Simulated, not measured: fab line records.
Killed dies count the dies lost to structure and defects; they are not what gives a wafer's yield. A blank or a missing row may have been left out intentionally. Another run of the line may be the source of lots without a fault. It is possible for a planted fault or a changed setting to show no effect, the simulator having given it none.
Which tool did it? || flow gf180mcu || Sampling: 6 lots, 18 wafers, 3 of 602 route steps

WHAT EACH GAUGE READ, for each wafer
GF_HV_LDD_RS_MEAS_53: the measuring method here is four-point-probe.
{"lot": "L289", "measured": "day 13 17:37", "on": "film_metro-01", "HV_LDD_RS (ohm/sq)": "417.9 418.1 417.9"}
{"lot": "L291", "measured": "day 14 14:43", "on": "film_metro-01", "HV_LDD_RS (ohm/sq)": "418.8 418.5 419.2"}
{"lot": "L294", "measured": "day 15 11:52", "on": "film_metro-03", "HV_LDD_RS (ohm/sq)": "412.3 412.9 412.9"}
{"lot": "L299", "measured": "day 17 07:43", "on": "film_metro-04", "HV_LDD_RS (ohm/sq)": "420.3 419.1 419.3"}
{"lot": "L303", "measured": "day 18 12:38", "on": "film_metro-01", "HV_LDD_RS (ohm/sq)": "416.9 418.2 417.6"}
{"lot": "L305", "measured": "day 18 23:45", "on": "film_metro-03", "HV_LDD_RS (ohm/sq)": "419.7 418.6 418.8"}

WHICH TOOL RAN EACH LOT (tool, then ch and the chambers of the sampled wafers, then the start)
{"lot": "L289", "GF_STI_ETCH_14": "rie_si-01 ch 0,2,3, day 3 02:26", "GF_HV_LDD_IMPLANT_34": "implanter-03 ch 0, day 12 20:16"}
{"lot": "L291", "GF_STI_ETCH_14": "rie_si-02 ch 0,3, day 3 09:40", "GF_HV_LDD_IMPLANT_34": "implanter-02 ch 0, day 13 17:10"}
{"lot": "L294", "GF_STI_ETCH_14": "rie_si-01 ch 0,2,3, day 4 02:28", "GF_HV_LDD_IMPLANT_34": "implanter-03 ch 0, day 14 14:38"}
{"lot": "L299", "GF_STI_ETCH_14": "rie_si-01 ch 1,2,3, day 5 04:35", "GF_HV_LDD_IMPLANT_34": "implanter-04 ch 0, day 16 08:35"}
{"lot": "L303", "GF_STI_ETCH_14": "rie_si-01 ch 1,2, day 5 20:56", "GF_HV_LDD_IMPLANT_34": "implanter-03 ch 0, day 17 12:26"}
{"lot": "L305", "GF_STI_ETCH_14": "rie_si-02 ch 0,2,3, day 6 08:56", "GF_HV_LDD_IMPLANT_34": "implanter-03 ch 0, day 17 23:27"}
- GF_STI_ETCH_14: etches Si in HBr/Cl2/O2, target depth 360 nm, time 102.9 s.
- GF_HV_LDD_IMPLANT_34

THE ANSWER, worked out from the rows above alone
Rule: usual is defined by the lots themselves. Put in order of their means at a reading, lots are off if they are a third of the lots or fewer, leave a main group of 4 or more, and stand apart from it by a gap of 3 or more times the standard deviation of the main group's means; of several such gaps the widest counts. If all means in a main group match to the digits the tables above print for the reading, that group is not used. A lot without any number at a reading at which 4 lots or more have one is off too. Any other lot the step has rows for is counted as sound.
Off: L294, at GF_HV_LDD_RS_MEAS_53 (HV_LDD_RS). The main group has a mean of 418.6 ohm/sq with a standard deviation of 0.73.
A tool fits if, at a process step before that reading, it ran every lot that is off, and no sound lot after the first of them. Gauges at GF_HV_LDD_RS_MEAS_53: tried the same way as those tools. Of those tried, none fits.

WHAT THE SIMULATOR PUT IN
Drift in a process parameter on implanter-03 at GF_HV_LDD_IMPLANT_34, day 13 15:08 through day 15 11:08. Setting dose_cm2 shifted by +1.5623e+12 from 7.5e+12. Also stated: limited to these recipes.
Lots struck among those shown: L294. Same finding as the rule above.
